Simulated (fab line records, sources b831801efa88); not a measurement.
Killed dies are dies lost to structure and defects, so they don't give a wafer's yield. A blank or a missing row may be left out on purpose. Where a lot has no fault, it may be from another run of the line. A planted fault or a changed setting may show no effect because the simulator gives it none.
fab line records	flow sky130
record: lots: 10	wafers: 30	last_day: 49
route steps=708 shown FIELD_ISO@14 POLY_GATE@217 POLY_CUT@318 LOCAL_INTERCONNECT@387 PAD_OPEN@708
lots untouched by any fault: they come from a run of this same line in which no faults occurred
start_h: the number of hours between the record's first day and the start of the first shown wafer of the lot	wait_h: how many hours have passed since the lot's step before this one	" same as the row above	L1.1+2: a single row standing in for several wafers	- no value, or no start was given	* or withheld: withheld	< > ~ a bound
route shown NAME@n: a module of which the file shows steps, and the number in the route of the first	usual: average and standard deviation across the fault-free wafers	same: alike in all rows	chamber/n: place in a boat	sites: the reading at each site	_std_site: standard deviation of those values	_edge_site: the outer-site mean with the inner-site mean subtracted	radius_mm: for every site, how far away it sits from the centre of the wafer	mask NAME#n: copy n	behind: the last tool/chamber to shape the wafer	hold: why the lot went on hold/how many hours it stayed there/how the hold came to an end	device: the n, p or np transistor that did not switch	end of line: at the end of the route, the tests of the same wafers	a step with no rows: only its recipe	killed: at the first sort, the dies lost to defects and structure; wafer yield is something else	map: a wafer's dies, marking killed ones x, the rest . and places with no die _
set.NAME: setting as actually run; set.NAME@STEP: the setting as run at that earlier step	model.NAME: the simulator's own value behind a step, which no gauge read
a sample of lots followed through the steps of the route, with each step as a table and each wafer as a row
services: from which hour (start_h, from the record's first day; less than 0 if before it) a tool's chamber was out of use, for how many hours, and why
== steps ==
step: SKY_FIELD_ISO_CD_MEAS_13
recipe: target_cd_nm: 150
usual: cd_nm: 150.1/1.5
lot.wafer	tool	chamber	start_h	wait_h	cd_nm
L365.1	cd_sem-02	-	28.94	-	150.3
L365.3	"	-	"	"	150.8
L365.4	"	-	"	"	150.3
L366.1	cd_sem-02	-	36.96	-	147.9
L366.5	"	-	"	"	147.1
L366.6	"	-	"	"	146.6
L368.1	cd_sem-01	-	46.91	-	151.2
L368.2	"	-	"	"	150.3
L368.3	"	-	"	"	150.3
L369.2	cd_sem-01	-	54.03	-	148.6
L369.5	"	-	"	"	150.2
L369.6	"	-	"	"	148.4
L370.2	cd_sem-02	-	55.70	-	149.9
L370.4	"	-	"	"	149.5
L370.6	"	-	"	"	149.3
L372.2	cd_sem-02	-	65.43	-	150.7
L372.5	"	-	"	"	151.7
L372.6	"	-	"	"	152.8
L374.2	cd_sem-02	-	76.71	-	151.3
L374.5	"	-	"	"	149.6
L374.6	"	-	"	"	148.5
L380.2	cd_sem-02	-	106.96	-	152.3
L380.3	"	-	"	"	150.7
L380.6	"	-	"	"	150.4
L381.1	cd_sem-02	-	114.49	-	150.5
L381.5	"	-	"	"	150.3
L381.6	"	-	"	"	152.8
L384.1	cd_sem-02	-	128.81	-	150.5
L384.5	"	-	"	"	151.5
L384.6	"	-	"	"	152.1
step: SKY_POLY_GATE_CVD_03
recipe: material: Si3N4	precursor: DCS/NH3	target_thk_nm: 75	temp_c: 770	time_s: 1290	pressure_mtorr: 250
usual: pressure_mtorr: 250.1/0.52	spike_tc_lower_C: 770.7/1.1
lot.wafer	tool	chamber	start_h	wait_h	pressure_mtorr	spike_tc_lower_C
L365.1	lpcvd-02	0	339.83	0.5	249.6	772.1
L365.3	"	0	"	"	250.3	770.4
L365.4	"	0	"	"	249.6	769.4
L366.1	lpcvd-02	1	350.87	0.0	249.7	772.0
L366.5	"	1	"	"	249.1	771.7
L366.6	"	1	"	"	250.1	771.0
L368.1	lpcvd-02	0	369.69	1.3	250.3	770.6
L368.2	"	0	"	"	251.1	768.6
L368.3	"	0	"	"	250.7	770.3
L369.2	lpcvd-02	1	385.05	2.5	249.5	772.4
L369.5	"	1	"	"	249.9	770.7
L369.6	"	1	"	"	249.9	769.8
L370.2	lpcvd-02	1	385.05	0.9	249.2	771.5
L370.4	"	1	"	"	249.6	771.1
L370.6	"	1	"	"	249.2	772.4
L372.2	lpcvd-02	0	400.80	0.3	250.4	772.1
L372.5	"	0	"	"	251.1	768.6
L372.6	"	0	"	"	250.0	769.9
L374.2	lpcvd-02	1	419.70	2.3	249.6	771.8
L374.5	"	1	"	"	251.3	769.2
L374.6	"	1	"	"	250.5	770.7
L380.2	lpcvd-02	0	472.42	0.0	249.9	769.8
L380.3	"	0	"	"	250.3	770.5
L380.6	"	0	"	"	249.5	771.5
L381.1	lpcvd-02	0	486.88	1.0	300.1	768.9
L381.5	"	0	"	"	300.8	769.7
L381.6	"	0	"	"	300.9	769.6
L384.1	lpcvd-02	1	503.07	0.0	250.5	770.8
L384.5	"	1	"	"	249.9	770.5
L384.6	"	1	"	"	250.3	769.6
step: SKY_POLY_GATE_THK_MEAS_04
recipe: reads: Si3N4_of_POLY_GATE_CVD_03
usual: POLY_GATE_CVD_03_THK: 75.2/0.73
lot.wafer	tool	chamber	start_h	wait_h	hold	POLY_GATE_CVD_03_THK[nm]
L365.1	film_metro-03	-	341.19	0.0	-	75.2
L365.3	"	-	"	"	-	74.5
L365.4	"	-	"	"	-	75.0
L366.1	film_metro-02	-	352.23	0.0	-	75.5
L366.5	"	-	"	"	-	75.7
L366.6	"	-	"	"	-	76.0
L368.1	film_metro-03	-	371.05	0.0	-	75.8
L368.2	"	-	"	"	-	75.6
L368.3	"	-	"	"	-	75.1
L369.2	film_metro-02	-	386.42	0.0	-	74.1
L369.5	"	-	"	"	-	73.9
L369.6	"	-	"	"	-	74.1
L370.2	film_metro-01	-	386.42	0.0	-	74.9
L370.4	"	-	"	"	-	74.7
L370.6	"	-	"	"	-	75.1
L372.2	film_metro-02	-	402.16	0.0	-	74.4
L372.5	"	-	"	"	-	74.0
L372.6	"	-	"	"	-	74.2
L374.2	film_metro-02	-	421.07	0.0	-	75.6
L374.5	"	-	"	"	-	75.7
L374.6	"	-	"	"	-	75.9
L380.2	film_metro-02	-	473.79	0.0	-	75.3
L380.3	"	-	"	"	-	74.9
L380.6	"	-	"	"	-	75.7
L381.1	film_metro-03	-	488.24	0.0	await_dispo/0.2h/release	80.0
L381.5	"	-	"	"	await_dispo/0.2h/release	79.9
L381.6	"	-	"	"	await_dispo/0.2h/release	79.6
L381.1	film_metro-03	-	488.46	0.2	-	79.8
L381.5	"	-	"	"	-	80.0
L381.6	"	-	"	"	-	79.5
L384.1	film_metro-03	-	504.43	0.0	-	74.8
L384.5	"	-	"	"	-	75.5
L384.6	"	-	"	"	-	75.6
step: SKY_POLY_GATE_CD_MEAS_13
recipe: target_cd_nm: 150
usual: cd_nm: 149.5/1.5
lot.wafer	tool	chamber	start_h	wait_h	hold	cd_nm
L365.1	cd_sem-02	-	369.81	-	-	151.2
L365.3	"	-	"	"	-	150.6
L365.4	"	-	"	"	-	150.3
L366.1	cd_sem-01	-	380.59	-	-	151.0
L366.5	"	-	"	"	-	150.9
L366.6	"	-	"	"	-	150.9
L368.1	cd_sem-01	-	399.44	-	-	147.7
L368.2	"	-	"	"	-	147.9
L368.3	"	-	"	"	-	147.6
L369.2	cd_sem-01	-	415.73	-	-	149.1
L369.5	"	-	"	"	-	149.0
L369.6	"	-	"	"	-	149.4
L370.2	cd_sem-02	-	415.79	-	-	147.7
L370.4	"	-	"	"	-	148.7
L370.6	"	-	"	"	-	147.2
L372.2	cd_sem-02	-	432.26	-	-	150.1
L372.5	"	-	"	"	-	149.8
L372.6	"	-	"	"	-	149.5
L374.2	cd_sem-02	-	452.01	-	-	152.6
L374.5	"	-	"	"	-	151.0
L374.6	"	-	"	"	-	152.4
L380.2	cd_sem-02	-	505.23	-	-	151.2
L380.3	"	-	"	"	-	150.9
L380.6	"	-	"	"	-	149.7
L381.1	cd_sem-01	-	518.96	-	await_dispo/0.2h/release	162.3
L381.5	"	-	"	"	await_dispo/0.2h/release	162.9
L381.6	"	-	"	"	await_dispo/0.2h/release	163.4
L381.1	cd_sem-01	-	519.25	0.3	-	162.4
L381.5	"	-	"	"	-	162.8
L381.6	"	-	"	"	-	163.5
L384.1	cd_sem-01	-	534.46	-	-	148.5
L384.5	"	-	"	"	-	149.5
L384.6	"	-	"	"	-	148.4
step: SKY_POLY_GATE_CD_MEAS_22
usual: cd_nm: 149/3.1
lot.wafer	tool	chamber	start_h	wait_h	hold	cd_nm
L365.1	cd_sem-02	-	375.15	0.1	-	149
L365.3	"	-	"	"	-	149
L365.4	"	-	"	"	-	148
L366.1	cd_sem-01	-	382.47	0.1	-	148
L366.5	"	-	"	"	-	149
L366.6	"	-	"	"	-	149
L368.1	cd_sem-02	-	403.45	0.1	-	146
L368.2	"	-	"	"	-	148
L368.3	"	-	"	"	-	147
L369.2	cd_sem-02	-	418.28	0.1	-	156
L369.5	"	-	"	"	-	144
L369.6	"	-	"	"	-	156
L370.2	cd_sem-01	-	418.28	0.1	-	145
L370.4	"	-	"	"	-	144
L370.6	"	-	"	"	-	145
L372.2	cd_sem-02	-	434.14	0.1	-	148
L372.5	"	-	"	"	-	147
L372.6	"	-	"	"	-	149
L374.2	cd_sem-01	-	455.08	0.1	-	150
L374.5	"	-	"	"	-	149
L374.6	"	-	"	"	-	152
L380.2	cd_sem-01	-	507.10	0.1	-	153
L380.3	"	-	"	"	-	148
L380.6	"	-	"	"	-	150
L384.1	cd_sem-01	-	536.32	0.1	-	144
L384.5	"	-	"	"	-	149
L384.6	"	-	"	"	-	144
L381.1	cd_sem-02	-	536.44	0.1	await_dispo/0.2h/release	165
L381.5	"	-	"	"	await_dispo/0.2h/release	165
L381.6	"	-	"	"	await_dispo/0.2h/release	166
L381.1	cd_sem-02	-	536.78	0.3	-	165
L381.5	"	-	"	"	-	165
L381.6	"	-	"	"	-	166
step: SKY_POLY_CUT_ETCH_11
recipe: target: Si3N4	chemistry: CF4/CH2F2/Ar	stop_on: poly-Si	source_w: 600	bias_w: 150	pressure_mtorr: 40	cf4_flow_sccm: 40	ch2f2_flow_sccm: 20	Ar_flow_sccm: 150	time_s: 42.5	target_depth_a: 600
usual: drypump_motor_current_A: 5.6/0.48	oes_product_au: 0.830/0.0066	throttle_valve_pct: 14.994/0.01
lot.wafer	tool	chamber	start_h	wait_h	drypump_motor_current_A	oes_product_au	rf_hours_counter_h	throttle_valve_pct
L365.1	rie_diel-03	0	560.76	0.0	5.1	0.835	34	15.004
L365.3	"	3	"	"	6.1	0.825	35	15.007
L365.4	"	2	"	"	6.2	0.837	46	14.989
L366.1	rie_diel-03	3	569.13	0.0	6.1	0.828	35	15.002
L366.5	"	0	"	"	5.1	0.831	-	15.009
L366.6	"	3	"	"	6.1	0.838	-	15.007
L368.1	rie_diel-01	2	592.08	0.0	6.2	0.842	11	14.992
L368.2	"	0	"	"	5.4	0.837	4	15.005
L368.3	"	3	"	"	4.9	0.840	4	14.999
L369.2	rie_diel-02	0	604.66	0.0	5.0	0.832	1	14.999
L369.5	"	1	"	"	5.8	0.814	-	14.987
L369.6	"	2	"	"	5.1	0.820	-	15.006
L370.2	rie_diel-03	0	607.34	0.0	5.1	0.832	35	15.007
L370.4	"	3	"	"	6.1	0.834	36	14.985
L370.6	"	2	"	"	6.2	0.816	-	14.993
L372.2	rie_diel-01	3	619.86	0.0	5.0	0.824	5	14.994
L372.5	"	3	"	"	4.9	0.826	-	14.997
L372.6	"	2	"	"	6.2	0.829	-	14.999
L374.2	rie_diel-01	3	638.56	0.0	4.9	0.825	5	14.992
L374.5	"	0	"	"	5.4	0.828	-	14.984
L374.6	"	3	"	"	4.9	0.837	-	15.012
L380.2	rie_diel-01	0	701.66	0.0	5.5	0.828	6	15.005
L380.3	"	1	"	"	5.3	0.831	8	15.009
L380.6	"	0	"	"	5.4	0.836	-	14.994
L381.1	rie_diel-01	1	702.23	0.0	5.3	0.858	8	14.993
L381.5	"	3	"	"	4.9	0.853	-	15.019
L381.6	"	2	"	"	6.2	0.855	-	15.000
L384.1	rie_diel-01	0	711.64	0.0	5.4	0.821	6	14.981
L384.5	"	3	"	"	4.9	0.826	-	14.995
L384.6	"	0	"	"	5.4	0.824	-	14.985
step: SKY_LOCAL_INTERCONNECT_SPUTTER_00
recipe: material: TiN	target_thk_nm: 100	temp_c: 300	power_w: 6500	time_s: 83.3	chamber_pressure_pa: 0.4
usual: throttle_valve_pct: 29.4/0.64
lot.wafer	tool	chamber	start_h	wait_h	throttle_valve_pct
L365.1	pvd_sputter-01	-	677.69	0.1	30.0
L365.3	"	-	"	"	28.7
L365.4	"	-	"	"	28.7
L366.1	pvd_sputter-01	-	687.23	0.1	30.4
L366.5	"	-	"	"	30.2
L366.6	"	-	"	"	28.9
L368.1	pvd_sputter-04	-	708.58	0.2	29.5
L368.2	"	-	"	"	28.8
L368.3	"	-	"	"	29.2
L369.2	pvd_sputter-04	-	718.16	0.1	29.2
L369.5	"	-	"	"	29.3
L369.6	"	-	"	"	28.7
L370.2	pvd_sputter-04	-	723.15	0.2	29.9
L370.4	"	-	"	"	29.2
L370.6	"	-	"	"	30.4
L372.2	pvd_sputter-04	-	734.36	0.1	29.0
L372.5	"	-	"	"	29.0
L372.6	"	-	"	"	29.2
L374.2	pvd_sputter-04	-	752.12	0.1	29.0
L374.5	"	-	"	"	28.9
L374.6	"	-	"	"	29.3
L380.2	pvd_sputter-01	-	812.91	0.1	28.9
L380.3	"	-	"	"	30.0
L380.6	"	-	"	"	28.8
L381.1	pvd_sputter-03	-	814.06	0.2	28.8
L381.5	"	-	"	"	28.7
L381.6	"	-	"	"	28.5
L384.1	pvd_sputter-01	-	823.02	0.1	28.6
L384.5	"	-	"	"	28.4
L384.6	"	-	"	"	29.9
step: SKY_LOCAL_INTERCONNECT_RS_MEAS_01
recipe: thk_meas_gauge: four-point-probe	reads: TiN_of_LOCAL_INTERCONNECT_SPUTTER_00
usual: LOCAL_INTERCONNECT_TIN_RS: 14.11/0.22
lot.wafer	tool	chamber	start_h	wait_h	LOCAL_INTERCONNECT_TIN_RS[ohm/sq]
L365.1	film_metro-03	-	677.75	0.0	14.23
L365.3	"	-	"	"	14.03
L365.4	"	-	"	"	14.05
L366.1	film_metro-04	-	687.29	0.0	13.70
L366.5	"	-	"	"	13.99
L366.6	"	-	"	"	13.82
L368.1	film_metro-04	-	708.64	0.0	14.31
L368.2	"	-	"	"	14.09
L368.3	"	-	"	"	14.47
L369.2	film_metro-03	-	718.25	0.1	14.36
L369.5	"	-	"	"	14.30
L369.6	"	-	"	"	13.93
L370.2	film_metro-03	-	723.23	0.1	14.20
L370.4	"	-	"	"	14.36
L370.6	"	-	"	"	14.21
L372.2	film_metro-04	-	734.44	0.1	14.10
L372.5	"	-	"	"	13.62
L372.6	"	-	"	"	14.14
L374.2	film_metro-03	-	752.20	0.1	13.85
L374.5	"	-	"	"	13.73
L374.6	"	-	"	"	14.09
L380.2	film_metro-04	-	813.00	0.1	13.84
L380.3	"	-	"	"	13.92
L380.6	"	-	"	"	13.79
L381.1	film_metro-04	-	814.12	0.0	14.39
L381.5	"	-	"	"	14.36
L381.6	"	-	"	"	14.51
L384.1	film_metro-03	-	823.08	0.0	13.94
L384.5	"	-	"	"	13.94
L384.6	"	-	"	"	14.02
step: SKY_PAD_OPEN_PROBE_99
usual: killed_at_M0_to_M3: 44/6.5	killed_at_M4_up: 2.9/1.7	killed_at_contacts: 24/5.7	killed_at_front_end: 16/4.4	killed_at_other: 0.2/0.48	killed_dies: 87/9.6	killed_open: 48/6.7	killed_short: 38/6.2
same: gross_dies: 492	killed_at_back_side: 0
lot.wafer	tool	chamber	start_h	wait_h	killed_at_M0_to_M3	killed_at_M4_up	killed_at_contacts	killed_at_front_end	killed_at_other	killed_dies	killed_open	killed_short
L381.5	prober-02	-	1180.44	0.2	42	5	23	20	0	90	45	45
killed by level:class
L381.5 VIA1:geometric_particle:open=12 FIELD_ISO:geometric_particle:short=9 LI_CONTACT:geometric_particle:open=7 CONTACT:geometric_particle:open=7 METAL2:geometric_particle:short=7 VIA2:geometric_particle:open=5 VIA3:geometric_particle:open=5 LI_CONTACT:geometric_particle:short=4
== services ==
tool	chamber	start_h	hours	kind
rie_diel-01	-	339.86	2.5	repair
rie_diel-01	0	354.23	13.8	repair
pvd_sputter-04	-	390.19	6.4	repair
pvd_sputter-01	-	401.24	4.8	repair
rie_diel-03	3	403.98	10.1	repair
rie_diel-03	1	409.76	4.0	repair
pvd_sputter-04	-	411.04	2.3	repair
rie_diel-01	3	443.56	5.4	repair
rie_diel-01	2	444.97	6.0	repair
lpcvd-02	-	456.47	2.8	pm
rie_diel-01	3	492.91	6.6	repair
lpcvd-02	-	512.48	6.0	pm
pvd_sputter-04	-	546.23	1.2	repair
lpcvd-02	-	581.91	0.9	repair
rie_diel-01	1	585.24	5.4	repair
lpcvd-02	-	606.34	0.6	repair
lpcvd-02	-	642.32	28.1	pm
pvd_sputter-01	-	663.55	0.8	repair
pvd_sputter-01	-	718.03	0.7	repair
pvd_sputter-01	-	721.14	5.0	repair
rie_diel-01	3	721.78	2.0	repair
lpcvd-02	-	730.36	0.7	repair
lpcvd-02	-	776.24	2.1	repair
rie_diel-01	0	803.69	9.1	repair
== key ==
first_sign: step: SKY_POLY_GATE_CVD_03	reading: pressure_mtorr	direction: up	sigmas: 98	usual: 250.1	struck: 300.6
effect: step: SKY_POLY_GATE_THK_MEAS_04	reading: visit	direction: added
effect: step: SKY_POLY_GATE_THK_MEAS_04	reading: POLY_GATE_CVD_03_THK	direction: up	sigmas: 6.3	usual: 75.2	struck: 79.8
effect: step: SKY_POLY_GATE_CD_MEAS_13	reading: visit	direction: added	through: control_loop
effect: step: SKY_POLY_GATE_CD_MEAS_13	reading: cd_nm	direction: up	sigmas: 8.7	usual: 149.5	struck: 162.9	through: control_loop
effect: step: SKY_POLY_GATE_CD_MEAS_22	reading: visit	direction: added	through: control_loop
effect: step: SKY_POLY_GATE_CD_MEAS_22	reading: cd_nm	direction: up	sigmas: 5.4	usual: 149	struck: 165	through: control_loop
effect: step: SKY_POLY_CUT_ETCH_11	reading: oes_product_au	direction: up	sigmas: 3.8	usual: 0.830	struck: 0.855
met_at SKY_POLY_GATE_CVD_03
struck_lots L381
struck_wafers L381.1,L381.5,L381.6
tester_left_out L381
loop_trim: step: SKY_POLY_GATE_EXPOSE_10	setting: dose	lots: L381
not_acting_at SKY_FIELD_ISO_CD_MEAS_13,SKY_LOCAL_INTERCONNECT_SPUTTER_00,SKY_LOCAL_INTERCONNECT_RS_MEAS_01
onset_between 472.42 486.88
fault: kind: process_parameter_drift	tool: lpcvd-02	chamber: 0	onset_h: 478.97	steps: SKY_POLY_GATE_CVD_03	channel: pressure_mtorr	offset: 50	shape: step	end_h: 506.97	acts_in: these_recipes_only	stated: 250
tester_left_out: of these lots the tester's yield and bins aren't shown, on N5 and GAA mostly nor the transistor test; their killed dies are dies lost to structure and defects alone, not to doping, threshold or leakage, so they don't give the yield
loop_trim: a control loop set the setting to another value than it would have without faults
